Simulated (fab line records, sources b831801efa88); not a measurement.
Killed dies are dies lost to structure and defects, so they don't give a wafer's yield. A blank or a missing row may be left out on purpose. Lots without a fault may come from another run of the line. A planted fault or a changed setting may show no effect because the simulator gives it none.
Which tool did it? | flow gf180mcu | 12 lots, 36 wafers sampled, at 4 steps of a route of 602

WHAT THE GAUGES READ, wafer by wafer
GF_STI_CD_MEAS_12: target cd 220 nm. Usual: cd_nm 219.4 nm, standard deviation 1.6.
lot  | measured    | on        | cd_nm (nm)        | flag
L300 | day 2 02:47 | cd_sem-01 | 217.3 217.2 218.4 |
L302 | day 2 10:56 | cd_sem-01 | 221.7 221.2 222.0 |
L303 | day 2 16:40 | cd_sem-02 | 215.2 215.2 215.7 |
L305 | day 3 03:17 | cd_sem-01 | 216.7 217.9 216.8 |
L307 | day 3 13:28 | cd_sem-01 | 219.9 218.2 218.1 |
L309 | day 3 23:46 | cd_sem-02 | 221.0 220.7 219.0 |
L315 | day 5 06:43 | cd_sem-01 | 362.6 363.6 363.8 | OFF
L316 | day 5 11:56 | cd_sem-01 | 365.2 366.0 363.4 | OFF
L317 | day 5 16:16 | cd_sem-01 | 218.8 219.9 219.7 |
L318 | day 5 21:52 | cd_sem-01 | 220.8 219.5 219.9 |
L319 | day 6 04:36 | cd_sem-01 | 219.9 220.0 219.7 |
L321 | day 6 14:19 | cd_sem-02 | 219.2 219.9 219.1 |

GF_POLY_GATE_THK_MEAS_01. Usual: POLY_GATE_CVD_00_THK 199.3 nm, standard deviation 2.2.
lot  | measured     | on            | POLY_GATE_CVD_00_THK (nm) | flag
L300 | day 8 15:30  | film_metro-04 | 198.9 200.6 200.5         |
L302 | day 9 01:35  | film_metro-04 | 202.9 202.5 203.1         |
L303 | day 9 07:24  | film_metro-01 | 202.9 202.4 201.8         |
L305 | day 9 22:53  | film_metro-03 | 198.5 200.5 197.6         |
L307 | day 10 12:42 | film_metro-04 | 198.6 198.2 199.2         |
L309 | day 11 02:08 | film_metro-04 | 196.2 196.6 197.2         |
L317 | day 13 07:51 | film_metro-03 | 197.8 199.6 199.0         |
L318 | day 13 14:47 | film_metro-03 | 201.0 199.9 199.8         |
L319 | day 14 03:15 | film_metro-04 | 195.9 197.1 196.1         |
L321 | day 14 14:44 | film_metro-01 | 200.8 200.6 200.4         |

WHICH TOOL RAN EACH LOT (tool, then ch and the chambers of the sampled wafers, then the start)
lot  | GF_STI_PEB_10                    | GF_DUAL_GATE_STRIP_13
L300 | litho_track-04 ch 0, day 2 02:26 | plasma_asher-02 ch 1, day 8 12:08
L302 | litho_track-04 ch 0, day 2 10:35 | plasma_asher-02 ch 0,1, day 8 21:55
L303 | litho_track-01 ch 0, day 2 16:19 | plasma_asher-04 ch 0,1, day 9 04:20
L305 | litho_track-03 ch 0, day 3 02:56 | plasma_asher-04 ch 0,1, day 9 18:46
L307 | litho_track-01 ch 0, day 3 13:08 | plasma_asher-04 ch 0,1, day 10 08:29
L309 | litho_track-01 ch 0, day 3 23:26 | plasma_asher-02 ch 0,1, day 10 23:06
L315 | litho_track-04 ch 0, day 5 06:24 | -
L316 | litho_track-04 ch 0, day 5 11:35 | -
L317 | litho_track-01 ch 0, day 5 15:55 | plasma_asher-02 ch 0,1, day 13 04:15
L318 | litho_track-01 ch 0, day 5 21:31 | plasma_asher-01 ch 0,1, day 13 11:44
L319 | litho_track-03 ch 0, day 6 04:16 | plasma_asher-04 ch 0, day 13 22:32
L321 | litho_track-03 ch 0, day 6 13:59 | plasma_asher-02 ch 0,1, day 14 11:43
- GF_STI_PEB_10: peb time 93.39 s.
- GF_DUAL_GATE_STRIP_13: strips in O2/N2.

WHAT THE TOOLS THEMSELVES READ (means of the sampled wafers that have a number; where no wafer has one, the mark that the record gives instead)
GF_STI_PEB_10. Usual: heater_power_total_W 85.61 W, standard deviation 0.12; plate_sensor_t_centre_C 136.13 C, standard deviation 0.011; plate_sensor_t_edge_C 136.29 C, standard deviation 0.01.
lot  | tool           | heater_power_total_W (W) | plate_sensor_t_centre_C (C) | plate_sensor_t_edge_C (C) | flag
L300 | litho_track-04 | 85.74                    | 136.13                      | 136.29                    |
L302 | litho_track-04 | 85.68                    | 136.13                      | 136.29                    |
L303 | litho_track-01 | 85.55                    | 136.12                      | 136.28                    |
L305 | litho_track-03 | 85.59                    | 136.13                      | 136.29                    |
L307 | litho_track-01 | 85.66                    | 136.12                      | 136.30                    |
L309 | litho_track-01 | 85.69                    | 136.13                      | 136.29                    |
L315 | litho_track-04 | 69.09                    | 115.86                      | 115.95                    | OFF
L316 | litho_track-04 | 69.20                    | 115.85                      | 115.96                    | OFF
L317 | litho_track-01 | 85.72                    | 136.13                      | 136.31                    |
L318 | litho_track-01 | 85.51                    | 136.14                      | 136.29                    |
L319 | litho_track-03 | 85.53                    | 136.13                      | 136.30                    |
L321 | litho_track-03 | 85.66                    | 136.13                      | 136.30                    |

GF_DUAL_GATE_STRIP_13. Usual: drypump_motor_current_A 5.9 A, standard deviation 0.52; heater_power_w 359 W, standard deviation 40; oes_product_au 0.716 a.u., standard deviation 0.0048; platen_temp_c 249.97 C, standard deviation 0.17; strip_time_to_endpoint_s 12.64 s, standard deviation 0.032.
lot  | tool            | drypump_motor_current_A (A) | heater_power_w (W) | oes_product_au (a.u.) | platen_temp_c (C) | strip_time_to_endpoint_s (s) | flag
L300 | plasma_asher-02 | 5.7                         | 294                | 0.715                 | 250.15            | 12.60                        |
L302 | plasma_asher-02 | 5.3                         | 352                | 0.716                 | 250.07            | 12.65                        |
L303 | plasma_asher-04 | 6.4                         | 401                | 0.718                 | 249.96            | 12.63                        |
L305 | plasma_asher-04 | 6.4                         | 399                | 0.718                 | 249.98            | 12.62                        |
L307 | plasma_asher-04 | 6.4                         | 390                | 0.716                 | 249.97            | 12.61                        |
L309 | plasma_asher-02 | 5.3                         | 356                | 0.713                 | 250.11            | 12.65                        |
L317 | plasma_asher-02 | 5.3                         | 348                | 0.713                 | 249.88            | 12.66                        |
L318 | plasma_asher-01 | 6.1                         | 340                | 0.722                 | 249.96            | 12.62                        |
L319 | plasma_asher-04 | 6.1                         | 398                | 0.715                 | 250.06            | 12.65                        |
L321 | plasma_asher-02 | 5.5                         | 323                | 0.715                 | 249.98            | 12.65                        |

THE ANSWER, worked out from the rows above alone
Rule: a lot is off if the mean of its wafers that have a number lies more than 3 standard deviations from the usual mean. A lot without any number at a reading at which 4 lots or more have one is off too. The other lots that the step has rows for count as sound. The gauges are gone through in route order, then the tools' own readings, and for those a lot's mean is taken as printed above. The first step at which some lot is off is used, and at that step the reading that is off furthest; a lot without a number counts as furthest.
Off: L315, L316, at GF_STI_CD_MEAS_12 (cd_nm).
A tool fits if, at a process step before that reading, it ran every lot that is off, and no sound lot after the first of them. The gauges at GF_STI_CD_MEAS_12 aren't tried: what is off there is off at GF_STI_PEB_10 too, on other tools, and a gauge's error can't cause that. One fits: litho_track-04 at GF_STI_PEB_10. Its last sound lot is L302 (day 2 10:35), its first lot that is off L315 (day 5 06:24): a fault that began between those two fits.
The tool's own readings at GF_STI_PEB_10 bear it out: on the lots that are off they differ by more than 5 times the standard deviation of the sound lots' means. heater_power_total_W reads 69.15 W there against 85.63 W on the sound lots; plate_sensor_t_centre_C reads 115.85 C there against 136.13 C on the sound lots; plate_sensor_t_edge_C reads 115.95 C there against 136.29 C on the sound lots.

WHAT THE SIMULATOR HAD PUT IN
Process parameter drift: litho_track-04, from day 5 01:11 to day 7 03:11, at GF_STI_PEB_10. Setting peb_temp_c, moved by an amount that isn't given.
Lots struck among those shown: L315, L316. The rule above found the same.
